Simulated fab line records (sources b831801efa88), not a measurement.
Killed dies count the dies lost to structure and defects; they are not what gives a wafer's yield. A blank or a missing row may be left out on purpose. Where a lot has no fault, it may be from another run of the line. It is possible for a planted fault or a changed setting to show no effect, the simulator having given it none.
Comparing a struck lot with a sound one | flow sky130 | 15 out of 708 route steps
Sound: these wafers, L584.2, L584.3, L584.5. Struck: wafer L578.2 (left out: L578.3, L578.4 of the same lot, which were not struck); the cause appears at the end.
For every step that has rows: the tool of each side, followed by ch and its chambers, followed by its first start. Under that, the readings that differ: sound wafers | struck wafers | difference of the means | sigmas: that difference in standard deviations of wafers without a fault.
alike: words and numbers the same on both sides, and readings whose means are apart by under 2 such deviations; not compared: readings that were withheld, readings missing a value for some wafer, numbers with overlapping values and no deviation given by the record, and bounds like >300 which may hide the same value.
Wherever a step has rows on one side only, a row that says differs or no value, or a row with sigmas, the two part there. Non-overlapping numbers with no deviation appear without sigmas and do not part them. A reading that every wafer of one side lacks parts them only if that side has two wafers or more.

first, 2 steps without rows for these wafers: SKY_LOCAL_INTERCONNECT_CLEAN_17 (cleans in IPA, time 180 s); SKY_LOCAL_INTERCONNECT_CLEAN_18 (cleans in O3/DIW).
SKY_CONTACT_CVD_00: deposits Si3N4, target thk 75 nm.
  sound on pecvd-03 ch 1,2, day 37 13:29; struck on pecvd-02 ch 2, day 35 01:21
  alike: heater-power-w, rf-fwd-power-W
SKY_CONTACT_THK_MEAS_01:
  sound on film-metro-02 at day 37 13:32; struck on film-metro-02 at day 35 01:23
  alike: CONTACT_CVD_00_THK
then, 1 step without rows for these wafers: SKY_CONTACT_HDPCVD_02 (deposits SiO2, target thk 565 nm, time 94.2 s).
SKY_CONTACT_THK_MEAS_03:
  sound on film-metro-04 at day 37 13:40; struck on film-metro-04 at day 35 01:31
  reading                 | sound       | struck | difference | sigmas
  CONTACT_HDPCVD_THK (nm) | 549 557 561 | 567    | +11        | +2
SKY_CONTACT_CMP_04: polishes SiO2.
  sound on cmp-01 ch 1,2,3, day 37 13:46; struck on cmp-01 ch 2, day 35 01:37
  alike: motor-current-A, platen-rpm, time-to-endpoint-s
SKY_CONTACT_BOW_MEAS_05:
  sound on film-metro-02 at day 37 14:02; struck on film-metro-04 at day 35 01:53
  alike: CONTACT_BOW
then, 4 steps without rows for these wafers: SKY_CONTACT_DEHYDRATE_06 (time 60 s); SKY_CONTACT_HMDS_07 (prime time 60 s); SKY_CONTACT_COAT_08 (resist thk 60 nm); SKY_CONTACT_COAT_09 (resist thk 450 nm).
SKY_CONTACT_SOFTBAKE_10: time 90 s.
  sound on litho-track-01 ch 0, day 38 02:00; struck on litho-track-04 ch 0, day 35 14:00
  reading                  | sound                | struck | difference | sigmas
  heater-power-total-W (W) | 57.23 57.38 57.24    | 59.70  | +2.42      | +20
  run-length-s (s)         | 119.09 119.49 119.03 | 107.88 | -11.32     | -94
  alike: exhaust-pa
then, 1 step without rows for these wafers: SKY_CONTACT_EXPOSE_11 (exposes mask CTM1, target cd 170 nm).
-- the record jumps here: 14 days lie between the struck wafers' starts before and after (it left off in module CONTACT and takes up again in module PAD_OPEN, whose first step shown is number 708 of the route) --
SKY_PAD_OPEN_PROBE_99:
  sound on prober-01 at day 50 18:12; struck on prober-01 at day 49 05:32
  reading            | sound    | struck | difference | sigmas
  killed_at_M0_to_M3 | 50 59 40 | 29     | -21        | -3
  alike: killed_at_M4_up, killed-at-contacts, killed-at-front-end, killed-at-other, killed-dies, killed-open, killed-short

== WHERE THEY PART ==
Earliest at SKY_CONTACT_THK_MEAS_03; latest, in this record, at SKY_PAD_OPEN_PROBE_99.

WHY: whatever the simulator had introduced
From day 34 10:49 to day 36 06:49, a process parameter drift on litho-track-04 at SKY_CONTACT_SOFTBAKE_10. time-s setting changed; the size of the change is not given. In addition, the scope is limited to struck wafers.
